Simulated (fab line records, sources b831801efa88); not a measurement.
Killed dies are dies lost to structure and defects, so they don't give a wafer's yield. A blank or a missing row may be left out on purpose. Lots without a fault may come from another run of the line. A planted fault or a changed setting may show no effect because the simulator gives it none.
Which tool did it? | flow gf180mcu | 10 lots, 30 wafers sampled, at 4 steps of a route of 602

WHAT THE GAUGES READ, wafer by wafer
GF_M3_OVL_MEAS_15. Usual: M3_OVL 1 nm, standard deviation 6.2.
lot  | measured     | on         | M3_OVL (nm) | flag
L778 | day 22 02:28 | overlay-02 | -3 -10 -4   |
L780 | day 22 21:49 | overlay-01 | 1 6 4       |
L782 | day 23 10:22 | overlay-01 | 0 -5 -2     |
L789 | day 26 00:44 | overlay-02 | -9 -1 -5    |
L793 | day 27 09:25 | overlay-01 | 6 0 -4      |
L798 | day 28 18:18 | overlay-01 | 12 15 11    |
L799 | day 28 22:55 | overlay-02 | -6 -8 -4    |

WHICH TOOL RAN EACH LOT (tool, then ch and the chambers of the sampled wafers, then the start)
lot  | GF_V2_ETCH_16                      | GF_V2_ETCH_17                                 | GF_V2_STRIP_18
L778 | rie_diel-02 ch 0,1, day 21 01:02   | rie_diel-02 ch 0,1, day 21 01:10 or earlier   | plasma_asher-03 ch 0,1, day 21 01:10
L780 | rie_diel-03 ch 2,3, day 21 20:50   | rie_diel-03 ch 2,3, day 21 20:58 or earlier   | plasma_asher-01 ch 0,1, day 21 20:58
L782 | rie_diel-02 ch 0,1,3, day 22 09:59 | rie_diel-02 ch 0,1,3, day 22 10:07 or earlier | plasma_asher-01 ch 0,1, day 22 10:07
L789 | rie_diel-02 ch 1,2,3, day 25 01:53 | rie_diel-02 ch 1,2,3, day 25 02:01 or earlier | plasma_asher-03 ch 0,1, day 25 02:01
L791 | rie_diel-01 ch 0,1, day 25 14:08   | rie_diel-01 ch 0,1, day 25 14:15 or earlier   | plasma_asher-03 ch 0,1, day 25 14:15
L792 | rie_diel-03 ch 0,2, day 25 21:44   | rie_diel-03 ch 0,2, day 25 21:52 or earlier   | plasma_asher-03 ch 0,1, day 25 21:52
L794 | rie_diel-02 ch 0,1, day 26 09:23   | rie_diel-02 ch 0,1, day 26 09:33 or earlier   | plasma_asher-02 ch 0,1, day 26 09:33
L793 | rie_diel-01 ch 1,2, day 26 11:23   | rie_diel-01 ch 1,2, day 26 11:31 or earlier   | plasma_asher-02 ch 0,1, day 26 11:31
L798 | rie_diel-01 ch 2,3, day 27 21:08   | rie_diel-01 ch 2,3, day 27 21:16 or earlier   | plasma_asher-03 ch 0,1, day 27 21:16
L799 | rie_diel-01 ch 0,1,2, day 28 00:35 | rie_diel-01 ch 0,1,2, day 28 00:43 or earlier | plasma_asher-02 ch 0,1, day 28 00:43
- GF_V2_ETCH_16: etches BARC in N2/H2.
- GF_V2_ETCH_17: etches SiO2 in C4F8/O2/Ar, stops on TiN, target depth 630 nm.
- GF_V2_STRIP_18: strips in O2/N2.

WHAT THE TOOLS THEMSELVES READ (means of the sampled wafers that have a number; where no wafer has one, the mark that the record gives instead)
GF_V2_ETCH_16. Usual: bias_w 99.9 W, standard deviation 0.31; chamber_pressure_mTorr 30.00 mTorr, standard deviation 0.036; drypump_motor_current_A 5.9 A, standard deviation 0.37; h2_flow_sccm 200.0 sccm, standard deviation 0.63; oes_product_au 0.855 a.u., standard deviation 0.0046; throttle_valve_pct 13.225 %, standard deviation 0.0091.
lot  | tool        | bias_w (W) | chamber_pressure_mTorr (mTorr) | drypump_motor_current_A (A) | h2_flow_sccm (sccm) | oes_product_au (a.u.) | throttle_valve_pct (%) | flag
L778 | rie_diel-02 | 100.0      | 30.01                          | 5.7                         | 200.2               | 0.857                 | 13.226                 |
L780 | rie_diel-03 | 100.2      | 29.97                          | 5.6                         | 200.2               | 0.854                 | 13.232                 |
L782 | rie_diel-02 | 100.1      | 29.97                          | 5.8                         | 199.7               | 0.857                 | 13.228                 |
L789 | rie_diel-02 | 99.7       | 29.97                          | 5.6                         | 199.6               | 0.854                 | 13.221                 |
L791 | rie_diel-01 | -          | -                              | -                           | -                   | -                     | -                      | OFF
L792 | rie_diel-03 | -          | -                              | -                           | -                   | -                     | -                      | OFF
L794 | rie_diel-02 | -          | -                              | -                           | -                   | -                     | -                      | OFF
L793 | rie_diel-01 | 100.0      | 29.99                          | 5.9                         | 199.5               | 0.852                 | 13.220                 |
L798 | rie_diel-01 | 99.9       | 29.97                          | 6.5                         | 200.5               | 0.858                 | 13.218                 |
L799 | rie_diel-01 | 100.2      | 29.99                          | 5.9                         | 199.1               | 0.854                 | 13.224                 |

GF_V2_ETCH_17. Usual: bias_w 1200 W, standard deviation 3.8; chamber_pressure_mTorr 40.00 mTorr, standard deviation 0.034; oes_product_au 0.855 a.u., standard deviation 0.004.
lot  | tool        | bias_w (W) | chamber_pressure_mTorr (mTorr) | oes_product_au (a.u.) | flag
L778 | rie_diel-02 | 1202       | 40.01                          | 0.856                 |
L780 | rie_diel-03 | 1201       | 39.95                          | 0.853                 |
L782 | rie_diel-02 | 1198       | 40.01                          | 0.855                 |
L789 | rie_diel-02 | 1197       | 40.02                          | 0.856                 |
L791 | rie_diel-01 | 1202       | 40.02                          | 0.377                 | OFF
L792 | rie_diel-03 | 1201       | 40.01                          | 0.370                 | OFF
L794 | rie_diel-02 | 1197       | 39.98                          | 0.375                 | OFF
L793 | rie_diel-01 | 1203       | 40.02                          | 0.853                 |
L798 | rie_diel-01 | 1200       | 40.01                          | 0.856                 |
L799 | rie_diel-01 | 1197       | 40.01                          | 0.851                 |

GF_V2_STRIP_18. Usual: drypump_motor_current_A 5.92 A, standard deviation 0.26; heater_power_w 301 W, standard deviation 28; o2_flow_sccm 2998 sccm, standard deviation 9.2; oes_product_au 0.591 a.u., standard deviation 0.0049; platen_temp_c 249.97 C, standard deviation 0.19.
lot  | tool            | drypump_motor_current_A (A) | heater_power_w (W) | o2_flow_sccm (sccm) | oes_product_au (a.u.) | platen_temp_c (C) | flag
L778 | plasma_asher-03 | 6.04                        | 283                | 2990                | 0.593                 | 250.09            |
L780 | plasma_asher-01 | 6.11                        | 314                | 2999                | 0.591                 | 250.03            |
L782 | plasma_asher-01 | 6.08                        | 310                | 2994                | 0.597                 | 250.00            |
L789 | plasma_asher-03 | 5.90                        | 306                | 2993                | 0.586                 | 250.20            |
L791 | plasma_asher-03 | 6.06                        | 287                | 2991                | 0.607                 | 250.06            | OFF
L792 | plasma_asher-03 | 6.01                        | 286                | 3003                | 0.611                 | 249.81            | OFF
L794 | plasma_asher-02 | 5.59                        | 318                | 3000                | 0.612                 | 249.82            | OFF
L793 | plasma_asher-02 | 5.59                        | 314                | 3005                | 0.593                 | 249.85            |
L798 | plasma_asher-03 | 5.90                        | 307                | 3007                | 0.594                 | 249.97            |
L799 | plasma_asher-02 | 5.58                        | 316                | 3008                | 0.591                 | 250.21            |

THE ANSWER, worked out from the rows above alone
Rule: a lot is off if the mean of its wafers that have a number lies more than 3 standard deviations from the usual mean. A lot without any number at a reading at which 4 lots or more have one is off too. The other lots that the step has rows for count as sound. The gauges are gone through in route order, then the tools' own readings, and for those a lot's mean is taken as printed above. The first step at which some lot is off is used, and at that step the reading that is off furthest; a lot without a number counts as furthest.
Off: L791, L792, L794, at GF_V2_ETCH_16 (bias_w). Without a number there: L791, L792, L794.
A tool fits if, at that step or a process step before it, it ran every lot that is off, and no sound lot after the first of them. None of those tried fits.

WHAT THE SIMULATOR HAD PUT IN
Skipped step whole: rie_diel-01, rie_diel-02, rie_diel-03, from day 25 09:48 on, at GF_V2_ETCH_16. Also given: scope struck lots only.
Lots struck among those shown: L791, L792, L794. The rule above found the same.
